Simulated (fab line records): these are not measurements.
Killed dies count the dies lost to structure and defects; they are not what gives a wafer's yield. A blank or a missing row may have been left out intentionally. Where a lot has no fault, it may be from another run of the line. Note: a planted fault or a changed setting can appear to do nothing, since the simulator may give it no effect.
Which tool is to blame?    flow sky130    36 wafers from 12 lots sampled at 4 of the route's 708 steps

## WHAT THE GAUGES READ, wafer by wafer
SKY_FIELD_ISO_BOW_MEAS_00.
lot   measured     on             INCOMING_BOW (um)
L739  day 1 10:01  film-metro-03  -1 2 -14
L741  day 1 20:01  film-metro-04  7 8 5
L742  day 2 01:01  film-metro-03  -2 -5 0
L746  day 2 21:01  film-metro-02  1 1 5
L748  day 3 07:04  film-metro-04  -5 2 2
L749  day 3 12:02  film-metro-03  -3 8 -3
L750  day 3 17:00  film-metro-03  3 9 -5
L755  day 4 18:00  film-metro-03  -5 6 -3
L756  day 4 23:01  film-metro-03  -6 8 7
L757  day 5 04:00  film-metro-04  9 -8 7
L758  day 5 09:02  film-metro-02  -6 -5 6
L762  day 6 05:00  film-metro-02  16 -7 1

SKY_VT_ADJUST_HVTP_CD_MEAS_07 targets a cd of 380 nm.
lot   measured      on         cd-nm (nm)
L739  day 6 03:54   cd-sem-02  377.1 377.5 376.5
L741  day 6 15:07   cd-sem-01  376.7 375.4 377.0
L742  day 7 05:06   cd-sem-01  379.9 384.0 380.6
L746  day 8 04:49   cd-sem-02  380.5 376.7 379.4
L748  day 8 09:26   cd-sem-01  378.5 379.1 378.4
L749  day 8 19:17   cd-sem-02  377.1 376.8 376.8
L750  day 8 21:45   cd-sem-02  378.6 377.6 377.4
L758  day 11 05:11  cd-sem-02  378.6 377.0 381.0
L762  day 12 05:03  cd-sem-02  380.2 381.7 383.2

## EACH LOT AND THE TOOL THAT RAN IT (in order: tool; ch and the chambers of the sampled wafers; start)
lot   SKY_FIELD_ISO_ETCH_15              SKY_FIELD_ISO_STRIP_16
L739  rie-diel-03 ch 1,2,3, day 2 05:19  plasma-asher-01 ch 0,1, day 2 05:22
L741  rie-diel-04 ch 0,1,2, day 2 15:04  plasma-asher-02 ch 0,1, day 2 15:07
L742  rie-diel-04 ch 0,2,3, day 2 23:35  plasma-asher-02 ch 0, day 2 23:39
L746  rie-diel-04 ch 0,3, day 3 16:52    plasma-asher-01 ch 0, day 3 16:55
L748  rie-diel-01 ch 0,1,3, day 4 05:04  plasma-asher-02 ch 0,1, day 4 05:08
L749  rie-diel-04 ch 0,2, day 4 10:49    plasma-asher-02 ch 0,1, day 4 10:55
L750  rie-diel-04 ch 0,1, day 4 14:37    plasma-asher-01 ch 0, day 4 14:40
L755  rie-diel-01 ch 2,3, day 5 15:37    plasma-asher-01 ch 0,1, day 5 15:40
L756  rie-diel-01 ch 2,3, day 6 01:58    plasma-asher-02 ch 0,1, day 6 02:01
L757  rie-diel-03 ch 0,1,2, day 6 07:34  plasma-asher-04 ch 0,1, day 6 07:37
L758  rie-diel-01 ch 1,2,3, day 6 09:55  plasma-asher-01 ch 0,1, day 6 10:00
L762  rie-diel-01 ch 0,3, day 7 04:56    plasma-asher-04 ch 0,1, day 7 04:59
- SKY_FIELD_ISO_ETCH_15: etches the open film in CHF3/O2, stops on Si, target depth 180 nm, time 72 s.
- SKY_FIELD_ISO_STRIP_16: strips in O2/N2.

## AS READ BY THE TOOLS THEMSELVES (means over the sampled wafers that have a number; for cases with no such wafer, the mark the record gives instead)
SKY_FIELD_ISO_ETCH_15.
lot   tool         O2_flow_sccm (sccm)  bias-w (W)  drypump-motor-current-A (A)  oes-product-au (a.u.)  throttle-valve-pct (%)
L739  rie-diel-03  4.987                200.0       5.5                          0.951                  8.839
L741  rie-diel-04  5.003                199.8       5.8                          0.941                  8.838
L742  rie-diel-04  4.997                200.4       5.8                          0.943                  8.845
L746  rie-diel-04  5.015                200.5       5.6                          0.940                  8.855
L748  rie-diel-01  4.993                199.5       5.4                          0.939                  8.840
L749  rie-diel-04  5.008                199.7       6.0                          0.940                  8.854
L750  rie-diel-04  4.998                199.9       5.6                          0.943                  8.841
L755  rie-diel-01  -                    -           -                            -                      -
L756  rie-diel-01  -                    -           -                            -                      -
L757  rie-diel-03  -                    -           -                            -                      -
L758  rie-diel-01  5.007                200.1       5.6                          0.956                  8.849
L762  rie-diel-01  5.010                200.3       5.7                          0.950                  8.836

SKY_FIELD_ISO_STRIP_16.
lot   tool             drypump-motor-current-A (A)  oes-product-au (a.u.)  strip-time-to-endpoint-s (s)
L739  plasma-asher-01  5.8                          0.374                  3.56
L741  plasma-asher-02  5.5                          0.379                  3.56
L742  plasma-asher-02  5.6                          0.379                  3.58
L746  plasma-asher-01  6.0                          0.379                  3.64
L748  plasma-asher-02  5.3                          0.380                  3.57
L749  plasma-asher-02  5.5                          0.377                  3.52
L750  plasma-asher-01  6.0                          0.378                  3.58
L755  plasma-asher-01  5.5                          0.448                  5.18
L756  plasma-asher-02  5.5                          0.449                  5.22
L757  plasma-asher-04  6.3                          0.442                  5.15
L758  plasma-asher-01  5.8                          0.382                  3.59
L762  plasma-asher-04  6.2                          0.380                  3.54

## THE ANSWER, worked out from the rows above alone
Rule: the lots themselves supply what counts as usual. Put in order of their means at a reading, lots are off if they are a third of the lots or fewer, leave a main group of 4 or more, and stand apart from it by a gap of 3 or more times the standard deviation of the main group's means; of several such gaps the widest counts. If all means in a main group match to the digits the tables above print for the reading, that group is not used. Also off: a lot with no number at a reading for which 4 or more lots have one. All remaining lots with rows at the step are treated as sound. After the gauges, taken in route order, come the tools' own readings; for these a lot's mean is taken, as printed above. At the first step where some lot is off, the reading lying furthest off is the one used; lots without a number count as furthest.
Off: L755, L756, L757, at SKY_FIELD_ISO_ETCH_15 (O2_flow_sccm). Without a number there: L755, L756, L757. The main group has a mean of 5.002 sccm with a standard deviation of 0.0084.
If a tool, at that step or one of the process steps before it, ran each lot that is off and ran no sound lot following the first of them, it fits. None of those tried fits.

## WHAT THE SIMULATOR PUT IN
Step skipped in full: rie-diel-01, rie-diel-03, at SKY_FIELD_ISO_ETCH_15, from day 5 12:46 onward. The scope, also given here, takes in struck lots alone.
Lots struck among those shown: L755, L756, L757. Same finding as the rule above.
